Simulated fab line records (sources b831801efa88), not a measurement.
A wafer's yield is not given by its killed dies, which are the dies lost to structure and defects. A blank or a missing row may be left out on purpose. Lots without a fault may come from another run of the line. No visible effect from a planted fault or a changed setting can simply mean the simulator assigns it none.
fab line records	flow sky130
[record] lots = 14	wafers = 40	lastDay = 50
route steps=708 shown VIA1@473 VIA4@660 PAD_OPEN@708
lots with no fault: from the same line, run without faults
startH: start of the lot's first displayed wafer, in hours after the record's first day	waitH: hours elapsed since this lot's preceding step	" unchanged from the row above	L1.1+2: one row covering several wafers at once	- no value, or no start was given	* or withheld: withheld	< > ~ a bound
route shown NAME@n: a module of which the file shows steps, and the number in the route of the first	usual: the fault-free wafers' mean and standard deviation	same: alike in all rows	chamber/n: place in a boat	sites: the reading at each site	_std_site: standard deviation of those values	_edge_site: inner sites' mean taken away from outer sites' mean	radiusMm: how far each site lies from the wafer's centre	mask NAME#n: copy n	behind: the most recent tool/chamber to have shaped the wafer	hold: why the lot was held/for how many hours/how that ended	device: names the non-switching transistor (n, p or np)	end of line: tests of these same wafers at the route's end	a step without rows: its recipe alone	killed: dies that structure and defects cost at the first sort, which is not the same as the wafer's yield	map: a wafer's dies, marking killed ones x, the rest . and places with no die _
set.NAME: setting as actually run; set.NAME@STEP: the setting as run at that earlier step	model.NAME: the simulator's own value behind a step, which no gauge read
a sample of lots followed through the steps of the route, with each step as a table and each wafer as a row
services: the hour from which a tool's chamber was out of use, counted from the record's first day as startH (under 0 if before that day), plus the number of hours and why
[[steps]]
[step SKY_VIA1_ETCH_15]
[recipe] target = SiO2	chemistry = C4F8/O2/Ar	targetDepthNm = 351	stopOn = TiN	maskMaterial = KrF-thick	sourceW = 1500	biasW = 1200	pressureMtorr = 40	c4f8FlowSccm = withheld	O2_flow_sccm = 6	Ar_flow_sccm = 300	timeS = 54
[usual] oesProductAu = 0.981/0.0058
lot.wafer	tool	chamber	startH	waitH	oesProductAu	rfHoursCounterH
L738.1	rieDiel-01	0	804.74	0.0	0.987	18
L738.3	"	2	"	"	0.978	15
L738.6	"	3	"	"	0.978	-
L739.2	rieDiel-02	0	814.87	0.0	0.976	12
L739.3	"	1	"	"	0.984	10
L739.6	"	1	"	"	0.983	-
L742.1	rieDiel-03	3	827.44	0.0	0.959	1
L742.5	"	3	"	"	0.971	-
L742.6	"	2	"	"	0.965	-
L743.4	rieDiel-03	1	838.67	0.0	0.976	19
L743.6	"	3	"	"	0.974	-
L744.1	rieDiel-02	2	844.57	0.0	0.987	0
L744.6	"	1	"	"	0.968	-
L745.2	rieDiel-02	2	851.07	0.0	0.983	0
L745.4	"	1	"	"	0.988	11
L745.6	"	0	"	"	0.981	-
L753.2	rieDiel-01	2	905.85	0.0	0.988	18
L753.3	"	3	"	"	0.985	6
L753.6	"	3	"	"	0.974	-
L754.1	rieDiel-03	0	912.35	0.0	0.980	8
L754.2	"	1	"	"	0.979	20
L754.4	"	2	"	"	0.985	23
L755.2	rieDiel-01	2	917.92	0.0	0.990	18
L755.4	"	0	"	"	0.982	22
L755.6	"	2	"	"	0.984	-
L756.1	rieDiel-01	1	930.90	0.0	0.991	23
L756.3	"	3	"	"	0.980	6
L756.6	"	0	"	"	0.986	-
L757.3	rieDiel-03	1	934.30	0.0	0.981	21
L757.4	"	1	"	"	0.983	-
L757.5	"	0	"	"	0.982	-
L759.2	rieDiel-01	0	952.89	0.0	0.987	23
L759.3	"	2	"	"	0.987	19
L759.6	"	1	"	"	0.980	-
L760.1	rieDiel-03	0	955.59	0.0	0.985	9
L760.3	"	3	"	"	0.970	5
L760.5	"	1	"	"	0.978	-
L761.2	rieDiel-02	3	960.12	0.0	0.986	18
L761.3	"	1	"	"	0.984	14
L761.4	"	3	"	"	0.990	-
[step SKY_VIA4_CMP_21]
[recipe] stopOn = SiO2	tOverpolishS = 25	downForcePsi = 3.5	platenRpm = 60	targetThkNm = 0	padVelocityMS = 0.94248
[usual] motorCurrentA = 11.2/1.1	overpolishRunS = 25.000/0.0099	platenRpm = 60.00/0.044	timeToEndpointS = 125/7.2
lot.wafer	tool	chamber	startH	waitH	motorCurrentA	overpolishRunS	platenRpm	timeToEndpointS
L738.3	cmp-02	2	1019.83	0.0	9.7	25.006	60.02	140
L738.1	"	3	"	"	9.0	24.996	60.01	136
L738.6	"	2	"	"	9.5	25.007	59.99	141
L739.2	cmp-01	3	1027.53	0.0	11.9	24.995	60.03	116
L739.3	"	2	"	"	11.4	24.991	59.98	130
L739.6	"	0	"	"	12.8	25.005	60.00	136
L742.1	cmp-01	1	1039.27	0.1	11.8	25.000	60.04	127
L742.5	"	3	"	"	12.3	24.986	60.05	117
L742.6	"	0	"	"	12.3	25.014	60.01	131
L743.4	cmp-01	1	1046.54	0.2	11.3	0.046	59.97	188
L743.6	"	2	"	"	11.1	24.987	60.06	132
L744.1	cmp-01	1	1052.98	0.1	11.5	0.048	59.97	189
L744.6	"	2	"	"	11.1	25.001	59.91	131
L745.2	cmp-01	2	1058.90	0.0	10.9	25.001	60.07	131
L745.4	"	3	"	"	12.3	0.031	59.98	190
L745.6	"	2	"	"	10.9	24.993	60.02	130
L753.2	cmp-02	3	1106.04	0.4	8.9	25.011	59.96	124
L753.3	"	0	"	"	12.3	25.005	60.08	112
L753.6	"	1	"	"	11.2	25.010	60.00	113
L754.4	cmp-02	1	1110.84	0.0	11.0	25.009	59.94	118
L754.1	"	2	"	"	9.9	24.997	60.03	128
L754.2	"	3	"	"	9.0	24.986	59.98	125
L755.4	cmp-02	3	1115.44	0.0	9.1	25.009	59.98	123
L755.2	"	0	"	"	12.2	25.000	59.96	114
L755.6	"	0	"	"	12.6	24.986	59.98	114
L756.3	cmp-02	3	1125.19	0.1	8.9	25.007	60.00	123
L756.1	"	0	"	"	12.6	24.982	59.96	114
L756.6	"	0	"	"	11.8	25.004	60.03	113
L757.4	cmp-01	3	1127.40	0.1	12.3	25.016	59.99	117
L757.3	"	0	"	"	12.1	24.997	60.06	135
L757.5	"	2	"	"	11.7	25.001	59.99	137
L759.3	cmp-02	0	1143.12	0.1	11.8	25.004	59.99	111
L759.2	"	2	"	"	10.3	25.005	60.03	126
L759.6	"	0	"	"	12.4	25.020	60.02	110
L760.3	cmp-02	1	1143.54	0.1	10.9	24.999	60.04	120
L760.1	"	2	"	"	9.9	25.005	59.98	128
L760.5	"	3	"	"	8.8	25.008	60.05	126
L761.4	cmp-01	2	1147.99	0.0	11.7	25.005	59.94	136
L761.3	"	3	"	"	12.2	24.994	60.01	114
L761.2	"	0	"	"	11.6	24.984	59.97	130
[step SKY_PAD_OPEN_PROBE_99]
[usual] defectLimitedYield = 82.4/2	killed_at_M0_to_M3 = 43/6.7	killed_at_M4_up = 3.2/2.1	killedAtContacts = 25/5.9	killedAtFrontEnd = 16/4.7	killedAtOther = 0.3/0.54	killedDies = 87/9.8	killedOnRim = 17/3.7	killedOpen = 47/6.7	killedShort = 40/6.5	sort_bin_3_pad_short = 0.9/0.45	sort_bin_5_function = 10.5/1.5	sort_bin_6_memory = 6.2/1.2	sortNPass = 405/9.8	sortYieldPct = 82.4/2
[same] grossDies = 492	killedAtBackSide = 0	sort_bin_4_leakage[%] = 0	sort_bin_8_speed[%] = 0
lot.wafer	tool	chamber	startH	waitH	defectLimitedYield[%]	killed_at_M0_to_M3	killed_at_M4_up	killedAtContacts	killedAtFrontEnd	killedAtOther	killedDies	killedOnRim	killedOpen	killedShort	sort_bin_3_pad_short[%]	sort_bin_5_function[%]	sort_bin_6_memory[%]	sortNPass	sortYieldPct[%]
L738.1	prober-02	-	1089.26	0.1	83.9	41	2	19	17	0	79	14	52	27	0.4	9.6	6.1	413	83.9
L738.3	prober-02	-	1089.36	0.2	83.3	41	5	26	10	0	82	16	40	42	0.2	11.0	5.5	410	83.3
L738.6	prober-02	-	1089.51	0.2	79.1	55	3	30	15	0	103	21	56	47	1.2	11.6	8.1	389	79.1
L739.2	prober-01	-	1096.96	0.1	80.7	41	3	27	24	0	95	18	57	38	0.4	11.0	7.9	397	80.7
L739.3	prober-01	-	1097.01	0.2	79.3	47	3	28	24	0	102	18	59	43	1.2	12.0	7.5	390	79.3
L739.6	prober-01	-	1097.16	0.2	81.7	52	3	22	13	0	90	20	42	47	1.4	10.2	6.7	402	81.7
L742.1	prober-02	-	1108.55	0.1	80.7	45	3	31	16	0	95	16	41	54	0.2	12.8	6.3	397	80.7
L742.5	prober-02	-	1108.75	0.2	83.3	47	2	21	12	0	82	17	52	30	0.6	9.1	6.9	410	83.3
L742.6	prober-02	-	1108.80	0.2	82.9	37	1	31	14	1	84	15	50	34	0.8	10.4	5.9	408	82.9
L743.4	prober-01	-	1114.66	0.2	0	37	424	18	12	1	492	96	38	32	86.8	8.1	5.1	0	0
L743.6	prober-01	-	1114.76	0.2	80.5	41	4	33	16	2	96	20	48	48	0.8	13.2	5.5	396	80.5
L744.1	prober-02	-	1119.24	0.1	0	42	417	27	6	0	492	96	45	36	84.1	9.8	6.1	0	0
L744.6	prober-02	-	1119.49	0.2	83.5	42	1	22	16	0	81	15	41	38	0.4	10.4	5.7	411	83.5
L745.2	prober-01	-	1126.76	0.1	81.5	34	6	36	15	0	91	20	44	47	0.8	12.4	5.3	401	81.5
L745.4	prober-01	-	1126.86	0.2	0	36	419	16	21	0	492	96	36	39	85.6	8.7	5.7	0	0
L745.6	prober-01	-	1126.96	0.2	79.7	42	9	30	19	0	100	21	56	42	1.4	11.8	7.1	392	79.7
L753.2	prober-01	-	1166.38	0.1	82.7	44	4	25	12	0	85	15	49	36	1.6	10.4	5.3	407	82.7
L753.3	prober-01	-	1166.43	0.2	83.1	36	5	30	12	0	83	17	43	39	1.4	10.0	5.5	409	83.1
L753.6	prober-01	-	1166.58	0.2	80.5	52	2	27	15	0	96	15	55	41	0.8	12.4	6.3	396	80.5
L754.1	prober-02	-	1171.11	0.1	81.9	49	2	21	17	0	89	21	46	43	1.2	10.8	6.1	403	81.9
L754.2	prober-02	-	1171.16	0.1	82.7	46	2	21	16	0	85	15	48	37	0.6	11.4	5.3	407	82.7
L754.4	prober-02	-	1171.26	0.2	84.1	43	4	16	14	1	78	13	42	36	0.4	9.8	5.7	414	84.1
L755.2	prober-01	-	1175.70	0.1	81.9	42	4	29	14	0	89	16	47	41	1.4	9.3	7.3	403	81.9
L755.4	prober-01	-	1175.80	0.2	80.9	46	1	29	18	0	94	21	49	45	0.4	13.0	5.7	398	80.9
L755.6	prober-01	-	1175.90	0.2	80.9	48	4	27	15	0	94	16	53	41	0.6	11.8	6.7	398	80.9
L756.1	prober-02	-	1181.98	0.1	81.1	51	3	20	19	0	93	19	46	46	0.6	10.4	7.9	399	81.1
L756.3	prober-02	-	1182.08	0.2	82.9	41	2	21	20	0	84	18	43	41	0.6	10.0	6.5	408	82.9
L756.6	prober-02	-	1182.23	0.2	81.5	48	2	22	19	0	91	18	43	46	1.0	10.2	7.3	401	81.5
L757.3	prober-01	-	1184.84	0.2	82.1	40	8	29	10	1	88	16	50	38	1.2	9.8	6.9	404	82.1
L757.4	prober-01	-	1184.89	0.2	82.3	40	3	25	19	0	87	13	52	35	1.0	11.4	5.3	405	82.3
L757.5	prober-01	-	1184.94	0.2	82.5	45	0	29	12	0	86	16	56	30	0.4	11.6	5.5	406	82.5
L759.2	prober-01	-	1197.80	0.1	86.2	37	2	20	8	1	68	17	33	35	0.8	8.7	4.3	424	86.2
L759.3	prober-01	-	1197.85	0.2	84.1	43	5	17	12	1	78	13	39	39	1.8	8.7	5.3	414	84.1
L759.6	prober-01	-	1198.00	0.2	82.1	53	1	12	20	2	88	14	44	42	1.4	10.8	5.7	404	82.1
L760.1	prober-02	-	1198.95	0.1	86.0	40	3	10	16	0	69	12	30	37	0.8	8.7	4.5	423	86.0
L760.3	prober-02	-	1199.05	0.2	82.5	39	2	27	18	0	86	15	45	40	0.6	10.8	6.1	406	82.5
L760.5	prober-02	-	1199.15	0.2	82.9	42	2	21	19	0	84	13	43	41	1.0	8.7	7.3	408	82.9
L761.2	prober-01	-	1201.88	0.1	82.3	46	4	28	9	0	87	21	47	40	0.6	10.8	6.3	405	82.3
L761.3	prober-01	-	1201.93	0.2	81.1	40	3	35	15	0	93	15	53	40	1.0	13.8	4.1	399	81.1
L761.4	prober-01	-	1201.98	0.2	83.5	51	0	19	11	0	81	18	52	29	0.8	10.8	4.9	411	83.5
// killed by level:class
L738.1 CONTACT:geometricParticle:open=14 METAL1:geometricParticle:short=9 VIA1:geometricParticle:open=8 POLY_GATE:geometricParticle:open=7 VIA2:geometricParticle:open=7 POLY_GATE:geometricParticle:short=4 VIA3:geometricParticle:open=4 FIELD_ISO:geometricParticle:open=3
L738.3 CONTACT:geometricParticle:open=13 METAL1:geometricParticle:short=8 METAL2:geometricParticle:short=8 LI_CONTACT:geometricParticle:open=6 VIA3:geometricParticle:open=6 POLY_GATE:geometricParticle:short=5 VIA1:geometricParticle:open=5 METAL4:geometricParticle:short=5
L738.6 LI_CONTACT:geometricParticle:open=10 VIA1:geometricParticle:open=10 CONTACT:geometricParticle:short=7 CONTACT:geometricParticle:open=7 VIA2:geometricParticle:open=6 METAL1:geometricParticle:short=6 METAL3:geometricParticle:short=6 VIA3:geometricParticle:open=6
L739.2 LI_CONTACT:geometricParticle:open=11 VIA1:geometricParticle:open=11 POLY_GATE:geometricParticle:open=8 CONTACT:geometricParticle:open=8 VIA3:geometricParticle:open=8 METAL1:geometricParticle:short=6 CONTACT:geometricParticle:short=5 FIELD_ISO:geometricParticle:short=4
L739.3 LI_CONTACT:geometricParticle:open=11 VIA1:geometricParticle:open=11 VIA2:geometricParticle:open=10 VIA3:geometricParticle:open=7 CONTACT:geometricParticle:open=7 FIELD_ISO:geometricParticle:short=6 FIELD_ISO:geometricParticle:open=5 POLY_GATE:geometricParticle:short=5
L739.6 LI_CONTACT:geometricParticle:open=10 METAL1:geometricParticle:short=9 VIA1:geometricParticle:open=8 VIA1:geometricParticle:short=6 VIA3:geometricParticle:open=6 POLY_GATE:geometricParticle:short=4 METAL2:geometricParticle:short=4 METAL3:geometricParticle:short=4
L742.1 VIA1:geometricParticle:open=10 METAL1:geometricParticle:short=10 CONTACT:geometricParticle:open=9 CONTACT:geometricParticle:short=7 METAL2:geometricParticle:short=7 VIA2:geometricParticle:open=7 LI_CONTACT:geometricParticle:short=5 LI_CONTACT:geometricParticle:open=5
L742.5 VIA1:geometricParticle:open=13 METAL1:geometricParticle:short=8 VIA3:geometricParticle:open=8 CONTACT:geometricParticle:open=7 VIA2:geometricParticle:open=7 LI_CONTACT:geometricParticle:open=6 CONTACT:geometricParticle:short=5 FIELD_ISO:geometricParticle:open=4
L742.6 LI_CONTACT:geometricParticle:open=9 CONTACT:geometricParticle:open=9 VIA1:geometricParticle:open=8 LOCAL_INTERCONNECT:geometricParticle:short=6 FIELD_ISO:geometricParticle:open=5 VIA2:geometricParticle:open=5 VIA3:geometricParticle:open=5 CONTACT:geometricParticle:short=4
L743.4 VIA4:areaCmp=422 LI_CONTACT:geometricParticle:open=7 VIA3:geometricParticle:open=7 VIA2:geometricParticle:open=7 VIA1:geometricParticle:short=6 METAL1:geometricParticle:short=5 CONTACT:geometricParticle:open=5 VIA1:geometricParticle:open=4
L743.6 VIA1:geometricParticle:open=14 CONTACT:geometricParticle:open=12 LI_CONTACT:geometricParticle:open=8 LI_CONTACT:geometricParticle:short=6 VIA1:geometricParticle:short=6 FIELD_ISO:geometricParticle:short=5 POLY_GATE:geometricParticle:short=5 METAL1:geometricParticle:short=5
L744.1 VIA4:areaCmp=410 LI_CONTACT:geometricParticle:open=13 VIA1:geometricParticle:open=13 VIA3:geometricParticle:open=6 METAL4:geometricParticle:short=6 METAL2:geometricParticle:short=5 CONTACT:geometricParticle:short=5 LI_CONTACT:geometricParticle:short=5
L744.6 LI_CONTACT:geometricParticle:open=8 METAL1:geometricParticle:short=7 VIA1:geometricParticle:short=7 POLY_GATE:geometricParticle:open=6 VIA1:geometricParticle:open=6 VIA3:geometricParticle:open=6 CONTACT:geometricParticle:open=5 LOCAL_INTERCONNECT:geometricParticle:short=4
L745.2 CONTACT:geometricParticle:open=10 CONTACT:geometricParticle:short=9 LOCAL_INTERCONNECT:geometricParticle:short=8 VIA1:geometricParticle:open=8 VIA1:geometricParticle:short=8 LI_CONTACT:geometricParticle:open=7 VIA3:geometricParticle:open=7 POLY_GATE:geometricParticle:open=5
L745.4 VIA4:areaCmp=415 METAL1:geometricParticle:short=9 VIA1:geometricParticle:open=6 VIA2:geometricParticle:open=6 POLY_GATE:geometricParticle:short=5 LOCAL_INTERCONNECT:geometricParticle:short=5 METAL3:geometricParticle:short=5 VIA3:geometricParticle:open=5
L745.6 VIA1:geometricParticle:open=13 CONTACT:geometricParticle:open=9 LI_CONTACT:geometricParticle:open=8 METAL4:geometricParticle:short=7 CONTACT:geometricParticle:short=6 VIA2:geometricParticle:open=5 VIA3:geometricParticle:open=5 FIELD_ISO:geometricParticle:open=4
L753.2 VIA1:geometricParticle:open=14 LI_CONTACT:geometricParticle:open=10 CONTACT:geometricParticle:open=7 METAL3:geometricParticle:short=5 METAL1:geometricParticle:short=4 CONTACT:geometricParticle:short=4 VIA2:geometricParticle:open=4 VIA3:geometricParticle:open=4
L753.3 CONTACT:geometricParticle:open=11 LI_CONTACT:geometricParticle:open=8 VIA1:geometricParticle:open=8 METAL2:geometricParticle:short=7 METAL1:geometricParticle:short=6 LI_CONTACT:geometricParticle:short=4 VIA2:geometricParticle:open=4 VIA1:geometricParticle:short=4
L753.6 VIA1:geometricParticle:open=15 CONTACT:geometricParticle:open=10 VIA3:geometricParticle:open=10 VIA2:geometricParticle:open=8 POLY_GATE:geometricParticle:short=6 CONTACT:geometricParticle:short=6 LOCAL_INTERCONNECT:geometricParticle:short=4 VIA3:geometricParticle:short=4
L754.1 VIA1:geometricParticle:open=16 FIELD_ISO:geometricParticle:short=8 LI_CONTACT:geometricParticle:open=8 CONTACT:geometricParticle:short=8 METAL2:geometricParticle:short=8 METAL1:geometricParticle:short=5 VIA2:geometricParticle:open=5 VIA2:geometricParticle:short=4
L754.2 VIA3:geometricParticle:open=8 METAL1:geometricParticle:short=7 POLY_GATE:geometricParticle:open=7 CONTACT:geometricParticle:open=7 VIA1:geometricParticle:open=7 VIA1:geometricParticle:short=6 LOCAL_INTERCONNECT:geometricParticle:short=5 CONTACT:geometricParticle:short=5
L754.4 VIA2:geometricParticle:open=10 CONTACT:geometricParticle:open=10 METAL2:geometricParticle:short=8 FIELD_ISO:geometricParticle:open=5 VIA1:geometricParticle:open=5 METAL1:geometricParticle:short=5 VIA3:geometricParticle:open=5 SONOS_ONO:geometricParticle:short=3
L755.2 CONTACT:geometricParticle:open=14 VIA1:geometricParticle:open=10 METAL2:geometricParticle:short=7 LI_CONTACT:geometricParticle:short=6 LI_CONTACT:geometricParticle:open=6 VIA1:geometricParticle:short=6 VIA3:geometricParticle:open=5 FIELD_ISO:geometricParticle:short=4
L755.4 LI_CONTACT:geometricParticle:open=14 METAL3:geometricParticle:short=8 CONTACT:geometricParticle:open=6 METAL1:geometricParticle:short=6 VIA1:geometricParticle:open=6 VIA3:geometricParticle:open=6 FIELD_ISO:geometricParticle:open=5 FIELD_ISO:geometricParticle:short=5
L755.6 VIA1:geometricParticle:open=17 CONTACT:geometricParticle:open=12 POLY_GATE:geometricParticle:short=6 LI_CONTACT:geometricParticle:open=6 POLY_GATE:geometricParticle:open=5 LOCAL_INTERCONNECT:geometricParticle:short=5 METAL1:geometricParticle:short=5 VIA3:geometricParticle:open=5
L756.1 VIA1:geometricParticle:open=11 METAL1:geometricParticle:short=8 VIA3:geometricParticle:open=7 CONTACT:geometricParticle:open=7 METAL2:geometricParticle:short=7 METAL3:geometricParticle:short=6 FIELD_ISO:geometricParticle:short=5 POLY_GATE:geometricParticle:open=5
L756.3 VIA1:geometricParticle:open=12 VIA2:geometricParticle:open=7 FIELD_ISO:geometricParticle:short=6 CONTACT:geometricParticle:open=6 POLY_GATE:geometricParticle:short=5 LOCAL_INTERCONNECT:geometricParticle:short=5 VIA3:geometricParticle:open=5 METAL2:geometricParticle:short=5
L756.6 LI_CONTACT:geometricParticle:open=10 VIA3:geometricParticle:open=9 VIA1:geometricParticle:open=8 METAL1:geometricParticle:short=8 METAL3:geometricParticle:short=7 POLY_GATE:geometricParticle:short=6 METAL2:geometricParticle:short=5 FIELD_ISO:geometricParticle:short=4
L757.3 CONTACT:geometricParticle:open=12 VIA2:geometricParticle:open=9 METAL4:geometricParticle:short=7 LI_CONTACT:geometricParticle:open=7 VIA1:geometricParticle:open=7 LI_CONTACT:geometricParticle:short=5 VIA2:geometricParticle:short=5 METAL2:geometricParticle:short=5
L757.4 CONTACT:geometricParticle:open=10 LI_CONTACT:geometricParticle:open=8 VIA1:geometricParticle:open=8 VIA3:geometricParticle:open=7 METAL1:geometricParticle:short=6 FIELD_ISO:geometricParticle:short=5 VIA2:geometricParticle:open=5 POLY_GATE:geometricParticle:short=4
L757.5 LI_CONTACT:geometricParticle:open=11 CONTACT:geometricParticle:open=10 VIA3:geometricParticle:open=9 METAL1:geometricParticle:short=8 VIA1:geometricParticle:open=8 VIA2:geometricParticle:open=7 FIELD_ISO:geometricParticle:open=4 CONTACT:geometricParticle:short=4
L759.2 METAL2:geometricParticle:short=9 LI_CONTACT:geometricParticle:open=6 VIA1:geometricParticle:open=6 CONTACT:geometricParticle:open=5 VIA3:geometricParticle:open=5 CONTACT:geometricParticle:short=4 METAL1:geometricParticle:short=4 VIA2:geometricParticle:open=4
L759.3 VIA1:geometricParticle:open=7 VIA3:geometricParticle:open=7 LI_CONTACT:geometricParticle:open=6 METAL2:geometricParticle:short=5 VIA2:geometricParticle:open=5 VIA2:geometricParticle:short=5 FIELD_ISO:geometricParticle:short=4 VIA1:geometricParticle:short=4
L759.6 VIA1:geometricParticle:open=11 METAL1:geometricParticle:short=7 FIELD_ISO:geometricParticle:short=6 METAL2:geometricParticle:short=6 VIA3:geometricParticle:open=6 VIA2:geometricParticle:open=5 FIELD_ISO:geometricParticle:open=4 LI_CONTACT:geometricParticle:open=4
L760.1 METAL1:geometricParticle:short=8 VIA3:geometricParticle:open=6 METAL2:geometricParticle:short=5 VIA2:geometricParticle:open=5 VIA2:geometricParticle:short=4 POLY_GATE:geometricParticle:short=4 FIELD_ISO:geometricParticle:open=3 POLY_GATE:geometricParticle:open=3
L760.3 LI_CONTACT:geometricParticle:open=9 VIA1:geometricParticle:open=8 LOCAL_INTERCONNECT:geometricParticle:short=6 VIA2:geometricParticle:open=6 VIA3:geometricParticle:open=6 FIELD_ISO:geometricParticle:short=5 CONTACT:geometricParticle:short=5 CONTACT:geometricParticle:open=5
L760.5 VIA2:geometricParticle:open=12 FIELD_ISO:geometricParticle:open=7 CONTACT:geometricParticle:short=7 VIA1:geometricParticle:open=7 FIELD_ISO:geometricParticle:short=6 LI_CONTACT:geometricParticle:open=6 CONTACT:geometricParticle:open=5 VIA1:geometricParticle:short=5
L761.2 VIA1:geometricParticle:open=16 LI_CONTACT:geometricParticle:open=7 CONTACT:geometricParticle:open=7 CONTACT:geometricParticle:short=7 METAL1:geometricParticle:short=7 VIA1:geometricParticle:short=6 METAL2:geometricParticle:short=5 VIA2:geometricParticle:open=4
L761.3 VIA1:geometricParticle:open=10 CONTACT:geometricParticle:open=9 CONTACT:geometricParticle:short=8 LI_CONTACT:geometricParticle:open=7 METAL2:geometricParticle:short=6 LI_CONTACT:geometricParticle:short=5 LOCAL_INTERCONNECT:geometricParticle:short=5 VIA2:geometricParticle:open=5
L761.4 VIA1:geometricParticle:open=16 CONTACT:geometricParticle:open=10 METAL1:geometricParticle:short=9 VIA2:geometricParticle:open=8 POLY_GATE:geometricParticle:open=4 VIA1:geometricParticle:short=4 FIELD_ISO:geometricParticle:short=3 LI_CONTACT:geometricParticle:open=3
[[services]]
tool	chamber	startH	hours	kind
cmp-01	-	804.57	1.5	repair
rieDiel-01	-	814.62	4.3	pm
cmp-01	-	820.68	5.3	pm
rieDiel-03	-	836.84	0.4	repair
rieDiel-03	-	861.77	1.4	repair
rieDiel-01	2	862.75	21.8	repair
rieDiel-01	3	881.58	6.9	repair
rieDiel-03	-	886.14	3.2	repair
rieDiel-03	1	888.87	10.9	repair
rieDiel-03	2	898.28	5.9	repair
cmp-01	-	912.24	4.0	pm
rieDiel-03	-	917.42	1.2	repair
rieDiel-03	2	926.21	9.5	repair
rieDiel-01	-	932.83	2.8	pm
cmp-02	-	957.90	1.1	repair
cmp-02	-	991.69	18.6	pm
cmp-02	-	1011.35	2.3	repair
rieDiel-03	-	1024.52	27.2	repair
cmp-02	-	1082.50	4.4	repair
cmp-02	-	1086.86	4.0	pm
cmp-02	-	1089.75	0.6	repair
rieDiel-01	2	1092.81	10.0	repair
cmp-01	-	1103.30	4.3	pm
cmp-02	-	1116.03	5.3	pm
[[key]]
[firstSign] step = SKY_VIA4_CMP_21	reading = overpolishRunS	direction = down	sigmas = 99+	usual = 25.000	struck = 0.042
[effect] step = SKY_VIA4_CMP_21	reading = timeToEndpointS	direction = up	sigmas = 8.8	usual = *	struck = *
[effect] step = SKY_PAD_OPEN_PROBE_99	reading = killed_at_M4_up	direction = up	sigmas = 99+	usual = 3.2	struck = 420
[moreKillsBornAt] SKY_VIA4_CMP_21@cmp-01 = 1247
metAt SKY_VIA4_CMP_21
struckLots L743,L744,L745
struckWafers L743.4,L744.1,L745.4
laterRowsLeftOut L743.4,L744.1,L745.4
notActingAt SKY_VIA1_ETCH_15
onsetBetween 1039.27 1046.54
[fault] kind = processParameterDrift	tool = cmp-01	chamber = -	onsetH = 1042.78	steps = SKY_VIA4_CMP_21	channel = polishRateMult	offset = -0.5	shape = step	endH = 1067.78	scope = struckWafersOnly
// laterRowsLeftOut: the simulator's readings of these wafers behind a module that went badly wrong aren't trusted and aren't shown, but for the sort
